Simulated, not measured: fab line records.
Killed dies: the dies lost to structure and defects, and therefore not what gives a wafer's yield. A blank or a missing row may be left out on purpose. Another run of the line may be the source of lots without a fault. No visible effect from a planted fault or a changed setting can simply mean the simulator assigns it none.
What tool caused it?	flow gf180mcu	15 lots, 44 wafers sampled, at 4 steps of a route of 602

## WHAT THE GAUGES SHOWED, per wafer
GF_V5_RS_MEAS_24: uses a four-point probe to measure. Usual: V5_W_RS gives 0.328 ohm/sq (standard deviation 0.0044).
lot	measured	on	V5_W_RS (ohm/sq)	flag
L713	day 27 10:24	film-metro-01	0.329 0.334 0.333	
L714	day 27 21:20	film-metro-03	0.324 0.324 0.331	
L715	day 28 08:17	film-metro-03	0.333 0.336 0.332	
L716	day 28 18:31	film-metro-03	0.328 0.328 0.324	
L721	day 29 17:43	film-metro-01	0.332 0.327 0.327	
L720	day 29 18:34	film-metro-04	0.333 0.333 0.331	
L722	day 30 12:17	film-metro-01	0.330 0.335 0.332	
L729	day 32 03:28	film-metro-01	0.337 0.331 0.337	
L730	day 32 08:20	film-metro-01	0.333 0.330 0.333	
L731	day 32 09:36	film-metro-01	0.328 0.326 0.327	
L732	day 32 18:39	film-metro-03	0.334 0.331 0.328	
L733	day 33 01:17	film-metro-01	0.324 0.327 0.331	
L734	day 33 00:41	film-metro-04	0.326 0.329 0.327	
L735	day 33 04:00	film-metro-03	0.330 0.323	
L736	day 33 04:20	film-metro-03	0.329 0.333 0.328	

GF_PASSIVATION_BOW_MEAS_14. Usual: PASSIVATION_BOW gives 142 um (standard deviation 11).
lot	measured	on	PASSIVATION_BOW (um)	flag
L713	day 29 05:59	film-metro-02	135 143 149	
L714	day 29 17:12	film-metro-01	151 140 148	
L715	day 30 02:12	film-metro-02	162 146 163	
L716	day 30 11:49	film-metro-01	161 165 161	
L721	day 31 10:39	film-metro-01	141 139 131	
L720	day 31 10:46	film-metro-02	154 140 137	
L722	day 32 02:54	film-metro-02	154 139 141	
L729	day 33 15:51	film-metro-02	135 126 124	
L730	day 33 20:45	film-metro-04	137 146 137	
L731	day 33 22:16	film-metro-04	139 150 142	
L732	day 34 05:06	film-metro-01	114 129 126	
L733	day 34 12:33	film-metro-04	139 120 131	
L734	day 34 11:18	film-metro-04	129 120 128	
L735	day 34 13:51	film-metro-02	151 158	
L736	day 34 16:00	film-metro-04	133 125 136	

## WHAT TOOL EACH LOT RAN ON (gives the tool, then ch and the chambers of the sampled wafers, and finally the start)
lot	GF_SALICIDE_CLEAN_00	GF_TOP_METAL_SPUTTER_01
L713	wet-bench-01 ch 1, day 15 08:38	pvd-sputter-03, day 27 10:56
L714	wet-bench-02 ch 0, day 15 22:29	pvd-sputter-04, day 27 21:55
L715	wet-bench-02 ch 0, day 16 10:25	pvd-sputter-04, day 28 08:52
L716	wet-bench-02 ch 0, day 16 22:02	pvd-sputter-03, day 28 19:05
L721	wet-bench-04 ch 1, day 18 00:41	pvd-sputter-03, day 29 18:18
L720	wet-bench-04 ch 1, day 18 00:50	pvd-sputter-03, day 29 19:10
L722	wet-bench-04 ch 3, day 18 20:38	pvd-sputter-02, day 30 12:51
L729	wet-bench-02 ch 1, day 21 02:52	pvd-sputter-03, day 32 04:34
L730	wet-bench-04 ch 2, day 21 09:20	pvd-sputter-02, day 32 09:08
L731	wet-bench-04 ch 3, day 21 13:08	pvd-sputter-02, day 32 10:15
L732	wet-bench-04 ch 2, day 22 00:45	pvd-sputter-03, day 32 19:10
L733	wet-bench-04 ch 2, day 22 06:58	pvd-sputter-02, day 33 01:52
L734	wet-bench-02 ch 2, day 22 09:25	pvd-sputter-04, day 33 01:13
L735	wet-bench-04 ch 3, day 22 15:14	pvd-sputter-03, day 33 04:35
L736	wet-bench-04 ch 0, day 22 16:10	pvd-sputter-04, day 33 04:53
- GF_SALICIDE_CLEAN_00: cleans in SC1/SC2, time 150 s.
- GF_TOP_METAL_SPUTTER_01: material TiN, target thk 30 nm, time 25 s.

## WHAT THE TOOLS THEMSELVES READ (means of the sampled wafers that have a number; where no wafer has one, the mark that the record gives instead)
GF_TOP_METAL_SPUTTER_01. Usual: throttle-valve-pct reads 29.6 % (standard deviation 1).
lot	tool	throttle-valve-pct (%)	flag
L713	pvd-sputter-03	29.4	
L714	pvd-sputter-04	28.9	
L715	pvd-sputter-04	29.1	
L716	pvd-sputter-03	29.2	
L721	pvd-sputter-03	29.5	
L720	pvd-sputter-03	29.0	
L722	pvd-sputter-02	31.2	
L729	pvd-sputter-03	29.0	
L730	pvd-sputter-02	31.8	
L731	pvd-sputter-02	30.8	
L732	pvd-sputter-03	29.0	
L733	pvd-sputter-02	31.5	
L734	pvd-sputter-04	29.3	
L735	pvd-sputter-03	28.9	
L736	pvd-sputter-04	29.2	

## THE ANSWER, worked out from the rows above alone
Rule: a lot counts as off when the mean over its wafers that have a number is more than 3 standard deviations away from the usual mean. Also off: a lot with no number at a reading for which 4 or more lots have one. Where the step has rows for the other lots, those lots are counted as sound. After the gauges, taken in route order, come the tools' own readings; for these a lot's mean is taken, as printed above. At the first step where some lot is off, the reading lying furthest off is the one used; lots without a number count as furthest.
Nothing can be told from this: no lot is off at any reading shown.

## WHAT THE SIMULATOR PUT IN
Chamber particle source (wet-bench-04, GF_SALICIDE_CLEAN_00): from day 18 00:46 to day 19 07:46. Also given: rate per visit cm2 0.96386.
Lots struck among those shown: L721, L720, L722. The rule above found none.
